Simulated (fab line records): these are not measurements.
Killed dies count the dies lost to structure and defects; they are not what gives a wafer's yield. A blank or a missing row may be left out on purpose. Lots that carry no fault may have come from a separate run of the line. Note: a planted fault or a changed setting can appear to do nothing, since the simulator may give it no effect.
fab line records    flow sky130
record: lots: 12  wafers: 36  lastDay: 51
route steps=708 shown METAL1@437 METAL2@487 VIA2@510 PAD_OPEN@708
lots that met no fault: taken from a fault-free run of the same line
startH: start of the lot's first displayed wafer, in hours after the record's first day    waitH: hours since the lot's step before    " repeats the value in the row above    L1.1+2: a row that stands for several wafers    - either no value or no given start    * or withheld: withheld    < > ~ a bound
route shown NAME@n: NAME is a module with steps in the file, n the number in the route of the first one    usual: mean/standard deviation taken from wafers without a fault    same: alike in all rows    chamber/n: place in a boat    sites: the reading at each site    _std_site: how widely they spread, as a standard deviation    _edge_site: mean of outer sites minus mean of inner sites    radiusMm: how far each site lies from the wafer's centre    mask NAME#n: copy n    behind: tool/chamber where the wafer was last shaped    hold: cause of the lot's hold/its duration in hours/its outcome    device: whichever transistor did not switch (one of n, p or np)    end of line: tests run on the same wafers once the route is complete    where a step has no rows: the recipe by itself    killed: at the first sort, the dies lost to defects and structure; wafer yield is something else    map: dies across one wafer; x = killed, . = not, _ = none there
set.NAME: the setting the step ran with; set.NAME@STEP: the setting that earlier step ran with    model.NAME: the simulator's own value behind a step, which no gauge read
one table for each step of the route and one row for each wafer, over a sample of lots
services: when a tool's chamber went out of use (startH, in hours from the record's first day, below 0 if earlier), for how many hours, and the reason
== steps ==
step: SKY_METAL1_SPUTTER_03
recipe: material: Ti  targetThkNm: 5  powerW: 3000  timeS: 3.3  chamberPressurePa: 0.4
usual: throttleValvePct: 29.5/1.1
lot.wafer  tool           chamber  startH  waitH  throttleValvePct
L821.3     pvdSputter-02  -        740.62  0.0    29.9
L821.4     "              -        "       "      29.3
L821.5     "              -        "       "      29.9
L824.2     pvdSputter-02  -        774.03  0.0    29.3
L824.5     "              -        "       "      29.9
L824.6     "              -        "       "      29.4
L827.1     pvdSputter-02  -        780.93  0.0    27.4
L827.2     "              -        "       "      29.2
L827.6     "              -        "       "      29.3
L828.3     pvdSputter-02  -        798.52  0.0    29.3
L828.5     "              -        "       "      27.1
L828.6     "              -        "       "      29.5
L830.2     pvdSputter-04  -        811.71  0.0    30.2
L830.5     "              -        "       "      29.9
L830.6     "              -        "       "      28.9
L829.4     pvdSputter-04  -        813.04  0.0    28.9
L829.5     "              -        "       "      30.2
L829.6     "              -        "       "      30.4
L833.1     pvdSputter-01  -        838.48  0.0    32.1
L833.2     "              -        "       "      29.9
L833.5     "              -        "       "      31.9
L836.1     pvdSputter-02  -        865.48  0.0    29.4
L836.2     "              -        "       "      30.2
L836.3     "              -        "       "      27.2
L839.2     pvdSputter-01  -        879.72  0.0    30.1
L839.4     "              -        "       "      30.5
L839.6     "              -        "       "      30.0
L841.3     pvdSputter-04  -        889.95  0.0    30.2
L841.4     "              -        "       "      30.1
L841.5     "              -        "       "      29.7
L843.1     pvdSputter-02  -        935.21  0.0    29.4
L843.3     "              -        "       "      29.9
L843.6     "              -        "       "      29.5
L844.1     pvdSputter-04  -        936.79  0.0    30.6
L844.2     "              -        "       "      28.9
L844.6     "              -        "       "      29.8
step: SKY_METAL2_SPUTTER_04
recipe: material: TiN  targetThkNm: 70  powerW: 6500  timeS: 58.3  chamberPressurePa: 0.4
usual: throttleValvePct: 29.4/0.87
lot.wafer  tool           chamber  startH  waitH  throttleValvePct
L821.3     pvdSputter-03  -        796.80  0.0    29.7
L821.4     "              -        "       "      29.2
L821.5     "              -        "       "      29.4
L824.2     pvdSputter-04  -        829.70  0.0    28.8
L824.5     "              -        "       "      30.0
L824.6     "              -        "       "      29.8
L827.1     pvdSputter-04  -        836.97  0.0    30.3
L827.2     "              -        "       "      29.8
L827.6     "              -        "       "      30.0
L828.3     pvdSputter-02  -        853.96  0.0    30.2
L828.5     "              -        "       "      29.2
L828.6     "              -        "       "      27.2
L830.2     pvdSputter-04  -        866.59  0.0    29.0
L830.5     "              -        "       "      30.5
L830.6     "              -        "       "      30.1
L829.4     pvdSputter-04  -        868.14  0.0    29.0
L829.5     "              -        "       "      30.0
L829.6     "              -        "       "      28.8
L833.1     pvdSputter-02  -        894.08  0.0    27.0
L833.2     "              -        "       "      29.4
L833.5     "              -        "       "      29.2
L836.1     pvdSputter-04  -        920.08  0.0    28.8
L836.2     "              -        "       "      29.8
L836.3     "              -        "       "      30.3
L839.2     pvdSputter-04  -        934.88  0.0    30.0
L839.4     "              -        "       "      29.8
L839.6     "              -        "       "      30.3
L841.3     pvdSputter-02  -        943.10  0.0    29.8
L841.4     "              -        "       "      29.6
L841.5     "              -        "       "      29.9
L843.1     pvdSputter-02  -        987.16  0.0    29.3
L843.3     "              -        "       "      27.0
L843.6     "              -        "       "      30.1
L844.1     pvdSputter-03  -        988.06  0.0    29.6
L844.2     "              -        "       "      29.2
L844.6     "              -        "       "      29.4
step: SKY_METAL2_RS_MEAS_05
recipe: thkMeasGauge: four-point-probe  reads: TiN_of_METAL2_SPUTTER_04+Ti_of_METAL2_SPUTTER_03+AlCu_of_METAL2_SPUTTER_02+TiN_of_METAL2_SPUTTER_01+Ti_of_METAL2_SPUTTER_00
usual: METAL2_ALCU_RS: 0.1269/0.0013
lot.wafer  tool          chamber  startH  waitH  METAL2_ALCU_RS[ohm/sq]
L821.3     filmMetro-04  -        796.89  0.1    0.1271
L821.4     "             -        "       "      0.1278
L821.5     "             -        "       "      0.1260
L824.2     filmMetro-04  -        829.77  0.0    0.1271
L824.5     "             -        "       "      0.1255
L824.6     "             -        "       "      0.1269
L827.1     filmMetro-01  -        837.02  0.0    0.1272
L827.2     "             -        "       "      0.1245
L827.6     "             -        "       "      0.1242
L828.3     filmMetro-01  -        854.05  0.1    0.1269
L828.5     "             -        "       "      0.1253
L828.6     "             -        "       "      0.1271
L830.2     filmMetro-01  -        866.66  0.0    0.1279
L830.5     "             -        "       "      0.1270
L830.6     "             -        "       "      0.1257
L829.4     filmMetro-01  -        868.25  0.1    0.1281
L829.5     "             -        "       "      0.1282
L829.6     "             -        "       "      0.1289
L833.1     filmMetro-04  -        894.13  0.0    0.1254
L833.2     "             -        "       "      0.1260
L833.5     "             -        "       "      0.1246
L836.1     filmMetro-02  -        920.13  0.0    0.1276
L836.2     "             -        "       "      0.1264
L836.3     "             -        "       "      0.1278
L839.2     filmMetro-04  -        934.95  0.0    0.1258
L839.4     "             -        "       "      0.1252
L839.6     "             -        "       "      0.1260
L841.3     filmMetro-02  -        943.19  0.1    0.1275
L841.4     "             -        "       "      0.1313
L841.5     "             -        "       "      0.1283
L843.1     filmMetro-02  -        987.20  0.0    0.1288
L843.3     "             -        "       "      0.1273
L843.6     "             -        "       "      0.1262
L844.1     filmMetro-01  -        988.11  0.0    0.1251
L844.2     "             -        "       "      0.1239
L844.6     "             -        "       "      0.1267
step: SKY_METAL2_THK_MEAS_06
recipe: thkMeasGauge: xrf  reads: AlCu_of_METAL2_SPUTTER_02
usual: METAL2_ALCU_THK: 246.4/2.8
lot.wafer  tool          chamber  startH  waitH  METAL2_ALCU_THK[nm]
L821.3     filmMetro-04  -        796.99  0.1    244.4
L821.4     "             -        "       "      246.1
L821.5     "             -        "       "      246.9
L824.2     filmMetro-04  -        829.88  0.1    243.1
L824.5     "             -        "       "      248.7
L824.6     "             -        "       "      245.6
L827.1     filmMetro-01  -        837.14  0.1    244.8
L827.2     "             -        "       "      249.1
L827.6     "             -        "       "      252.5
L828.3     filmMetro-01  -        854.15  0.1    247.5
L828.5     "             -        "       "      249.3
L828.6     "             -        "       "      243.9
L830.2     filmMetro-01  -        866.77  0.1    243.8
L830.5     "             -        "       "      247.6
L830.6     "             -        "       "      249.5
L829.4     filmMetro-01  -        868.34  0.1    242.9
L829.5     "             -        "       "      246.6
L829.6     "             -        "       "      243.1
L833.1     filmMetro-04  -        894.25  0.1    249.3
L833.2     "             -        "       "      246.8
L833.5     "             -        "       "      250.0
L836.1     filmMetro-02  -        920.25  0.1    231.3
L836.2     "             -        "       "      233.1
L836.3     "             -        "       "      228.0
L839.2     filmMetro-04  -        935.06  0.1    230.4
L839.4     "             -        "       "      230.4
L839.6     "             -        "       "      231.3
L841.3     filmMetro-02  -        943.29  0.1    248.1
L841.4     "             -        "       "      240.8
L841.5     "             -        "       "      245.8
L843.1     filmMetro-02  -        987.32  0.1    245.6
L843.3     "             -        "       "      247.6
L843.6     "             -        "       "      249.5
L844.1     filmMetro-01  -        988.23  0.1    249.6
L844.2     "             -        "       "      250.9
L844.6     "             -        "       "      249.0
step: SKY_VIA2_BOW_MEAS_03
recipe: mode: bow
usual: VIA2_BOW: 88/7.4
lot.wafer  tool          chamber  startH   waitH  VIA2_BOW[um]
L821.3     filmMetro-01  -        824.78   0.2    87
L821.4     "             -        "        "      90
L821.5     "             -        "        "      93
L824.2     filmMetro-04  -        857.51   0.3    89
L824.5     "             -        "        "      88
L824.6     "             -        "        "      91
L827.1     filmMetro-01  -        864.64   0.1    85
L827.2     "             -        "        "      76
L827.6     "             -        "        "      88
L828.3     filmMetro-01  -        881.43   0.1    100
L828.5     "             -        "        "      89
L828.6     "             -        "        "      103
L830.2     filmMetro-03  -        894.53   0.1    96
L830.5     "             -        "        "      85
L830.6     "             -        "        "      96
L829.4     filmMetro-01  -        895.75   0.3    96
L829.5     "             -        "        "      97
L829.6     "             -        "        "      103
L833.1     filmMetro-01  -        920.49   0.1    89
L833.2     "             -        "        "      93
L833.5     "             -        "        "      96
L836.1     filmMetro-03  -        946.92   0.2    87
L836.2     "             -        "        "      93
L836.3     "             -        "        "      83
L839.2     filmMetro-01  -        961.26   0.1    89
L839.4     "             -        "        "      99
L839.6     "             -        "        "      102
L841.3     filmMetro-01  -        969.05   0.2    77
L841.4     "             -        "        "      86
L841.5     "             -        "        "      74
L843.1     filmMetro-03  -        1010.78  0.2    92
L843.3     "             -        "        "      82
L843.6     "             -        "        "      74
L844.1     filmMetro-01  -        1012.74  0.2    84
L844.2     "             -        "        "      78
L844.6     "             -        "        "      92
step: SKY_PAD_OPEN_PROBE_99
usual: defectLimitedYield: 82.4/2  killed_at_M0_to_M3: 43/6.8  killed_at_M4_up: 3.1/1.8  killedAtContacts: 25/5.8  killedAtFrontEnd: 15/4.2  killedAtOther: 0.3/0.5  killedDies: 87/9.7  killedOpen: 47/7.3  killedShort: 39/6.6  sort_bin_3_pad_short: 0.9/0.37  sort_bin_5_function: 10.4/1.4  sort_bin_6_memory: 6.3/1.1  sortNPass: 405/9.7  sortYieldPct: 82.4/2
same: grossDies: 492  killedAtBackSide: 0  sort_bin_4_leakage[%]: 0  sort_bin_8_speed[%]: 0
lot.wafer  tool       chamber  startH   waitH  defectLimitedYield[%]  killed_at_M0_to_M3  killed_at_M4_up  killedAtContacts  killedAtFrontEnd  killedAtOther  killedDies  killedOpen  killedShort  sort_bin_3_pad_short[%]  sort_bin_5_function[%]  sort_bin_6_memory[%]  sortNPass  sortYieldPct[%]
L833.1     prober-02  -        1155.56  0.1    82.5                   41                  1                28                16                0              86          54          32           0.8                      10.2                    6.5                   406        82.5
L833.2     prober-02  -        1155.61  0.1    83.5                   38                  2                23                17                1              81          44          37           0.8                      9.6                     6.1                   411        83.5
L833.5     prober-02  -        1155.76  0.2    78.0                   46                  6                38                18                0              108         68          40           1.0                      14.0                    6.9                   384        78.0
L841.3     prober-01  -        1188.14  0.2    81.7                   40                  2                24                24                0              90          53          37           0.8                      11.2                    6.3                   402        81.7
L841.4     prober-01  -        1188.19  0.2    83.3                   47                  2                21                12                0              82          43          39           1.2                      10.8                    4.7                   410        83.3
L841.5     prober-01  -        1188.24  0.2    81.7                   41                  4                23                22                0              90          52          38           0.8                      11.0                    6.5                   402        81.7
killed by level:class
L833.1 CONTACT:geometricParticle:open=12 VIA1:geometricParticle:open=12 VIA3:geometricParticle:open=11 FIELD_ISO:geometricParticle:short=5 LI_CONTACT:geometricParticle:open=5 LOCAL_INTERCONNECT:geometricParticle:short=5 VIA1:geometricParticle:short=5 FIELD_ISO:geometricParticle:open=4
L833.2 VIA1:geometricParticle:open=11 FIELD_ISO:geometricParticle:open=6 LI_CONTACT:geometricParticle:open=5 LOCAL_INTERCONNECT:geometricParticle:short=5 CONTACT:geometricParticle:open=5 METAL2:geometricParticle:short=5 POLY_GATE:geometricParticle:open=4 LI_CONTACT:geometricParticle:short=4
L833.5 CONTACT:geometricParticle:open=16 VIA1:geometricParticle:open=12 VIA3:geometricParticle:open=11 LI_CONTACT:geometricParticle:open=9 LI_CONTACT:geometricParticle:short=6 FIELD_ISO:geometricParticle:short=5 POLY_GATE:geometricParticle:open=5 CONTACT:geometricParticle:short=5
L841.3 CONTACT:geometricParticle:open=13 VIA1:geometricParticle:open=9 FIELD_ISO:geometricParticle:short=7 METAL2:geometricParticle:short=7 VIA2:geometricParticle:open=7 FIELD_ISO:geometricParticle:open=6 CONTACT:geometricParticle:short=6 VIA3:geometricParticle:open=6
L841.4 CONTACT:geometricParticle:open=12 VIA3:geometricParticle:open=8 VIA1:geometricParticle:open=7 VIA1:geometricParticle:short=7 VIA2:geometricParticle:open=7 METAL3:geometricParticle:short=6 POLY_GATE:geometricParticle:open=4 METAL1:geometricParticle:short=3
L841.5 VIA1:geometricParticle:open=9 LI_CONTACT:geometricParticle:open=7 CONTACT:geometricParticle:open=7 FIELD_ISO:geometricParticle:open=6 POLY_GATE:geometricParticle:open=6 CONTACT:geometricParticle:short=6 VIA2:geometricParticle:open=6 VIA3:geometricParticle:open=5
== services ==
tool           chamber  startH  hours  kind
pvdSputter-02  -        740.95  5.5    repair
pvdSputter-03  3        778.34  -      consumableReplace:kit
pvdSputter-03  3        778.34  18.0   scheduledDown
pvdSputter-03  3        778.34  18.0   ventCycle
pvdSputter-01  -        818.93  2.9    repair
pvdSputter-02  -        820.47  1.4    repair
pvdSputter-02  3        822.69  -      consumableReplace:kit
pvdSputter-02  3        822.69  18.0   scheduledDown
pvdSputter-02  3        822.69  18.0   ventCycle
pvdSputter-03  -        869.41  4.9    repair
pvdSputter-01  -        874.92  3.5    repair
pvdSputter-02  -        919.42  3.8    repair
pvdSputter-04  -        944.69  2.5    repair
pvdSputter-04  0        979.92  -      consumableReplace:kit
pvdSputter-04  0        979.92  18.0   scheduledDown
pvdSputter-04  0        979.92  18.0   ventCycle
pvdSputter-02  2        981.69  -      consumableReplace:kit
pvdSputter-02  2        981.69  18.0   scheduledDown
pvdSputter-02  2        981.69  18.0   ventCycle
== key ==
firstSign: step: SKY_METAL2_THK_MEAS_06  reading: METAL2_ALCU_THK  direction: down  sigmas: 5.6  usual: 246.4  struck: 230.8
effect none on later readings
metAt SKY_METAL2_SPUTTER_04
struckLots L836,L839
notActingAt SKY_METAL1_SPUTTER_03,SKY_METAL2_RS_MEAS_05,SKY_VIA2_BOW_MEAS_03
onsetBetween 868.14 920.08
fault: kind: processParameterDrift  tool: pvdSputter-04  chamber: -  onsetH: 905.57  steps: SKY_METAL2_SPUTTER_04  channel: targetThkNm  offset: 34.315  shape: step  endH: 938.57  actsIn: theseRecipesOnly  stated: 70
